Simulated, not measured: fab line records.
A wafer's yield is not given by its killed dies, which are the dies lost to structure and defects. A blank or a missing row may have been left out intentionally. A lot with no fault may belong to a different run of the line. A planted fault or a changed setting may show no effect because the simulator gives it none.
Problem report in the 8D (eight disciplines) form, filled by code | flow sky130 | the parts of the form that need people (team, actions taken, sign-off) are left out

1. WHAT IS WRONG
Wafers without a fault read 56.59 W, standard deviation 0.042; heater_power_total_W at SKY_GATE_OXIDE_SOFTBAKE_06 reads a mean of 60.33 W on 6 wafers belonging to 2 lots. That is +89 standard deviations from the usual mean.
The step: time 60 s.
First seen on wafer L653.2, day 20 02:04, on litho_track-04. At this step, 39 wafers from 13 lots have a number in the record. By rule, "out" or "out of limits" means more than 4 standard deviations away from the usual mean. Any other wafer with a number is counted as sound.

2. WHAT IT IS; WHAT IT IS NOT
question                    | is                                 | is not
which readings at this step | heater_power_total_W, run_length_s | -
which lots                  | L653, L655                         | L637, L638, L639, L640, L643, L644, L645, L646, L654, L656, L657
which wafers of those lots  | all that have a number             | -
read on which tools         | litho_track-04                     | litho_track-01, litho_track-03
when                        | from day 20 02:04                  | up to then (24 sound wafers); but 9 sound wafers of L654, L656, L657 came after

3. WHAT RULES OUT EACH SUSPECT
Counting: a tool at a process step up to the reading stays a suspect if it ran every lot that is out and no sound lot after the first of them.
- litho_track-04 at SKY_GATE_OXIDE_SOFTBAKE_06 (time 60 s): kept. Every lot that is out went through it, starting with L653 (day 20 02:04), and after that it ran no sound lot; the last sound lot it ran before then is L644 (day 16 21:57). On those wafers its own readings are out: heater_power_total_W, run_length_s.
The count leaves litho_track-04 at SKY_GATE_OXIDE_SOFTBAKE_06.

4. THE CAUSE (what the simulator had put in)
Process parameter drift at SKY_GATE_OXIDE_SOFTBAKE_06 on litho_track-04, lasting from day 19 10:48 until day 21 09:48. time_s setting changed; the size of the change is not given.
Only this tool survived the counting.

5. THE EFFECT CHAIN, in route order
Each row: a reading whose mean over the struck wafers that have a number lies more than 3 standard deviations from the usual. Only readings for which the record gives a usual standard deviation are gone through. hours: the time from each lot's start at the first step in this table that gives one to its start at this step, as a median over the lots. sigmas: the change in usual standard deviations.
hours | step                       | reading              | usual   | on struck wafers | change | sigmas
0     | SKY_GATE_OXIDE_SOFTBAKE_06 | heater_power_total_W | 56.59 W | 60.33            | +3.74  | +89
0     | SKY_GATE_OXIDE_SOFTBAKE_06 | run_length_s         | 89.18 s | 78.96            | -10.22 | -73
Here are the process steps it includes:
- SKY_GATE_OXIDE_SOFTBAKE_06: time 60 s.
Later steps that measure or inspect, where all struck wafers having a row at the step show a number for every such reading and not one has moved that far: SKY_POLY_GATE_CD_MEAS_13.

6. WHAT WOULD HAVE CAUGHT IT SOONER
In this record no reading fell out of limits until day 20 02:04, 15 hours after the fault had begun at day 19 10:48.
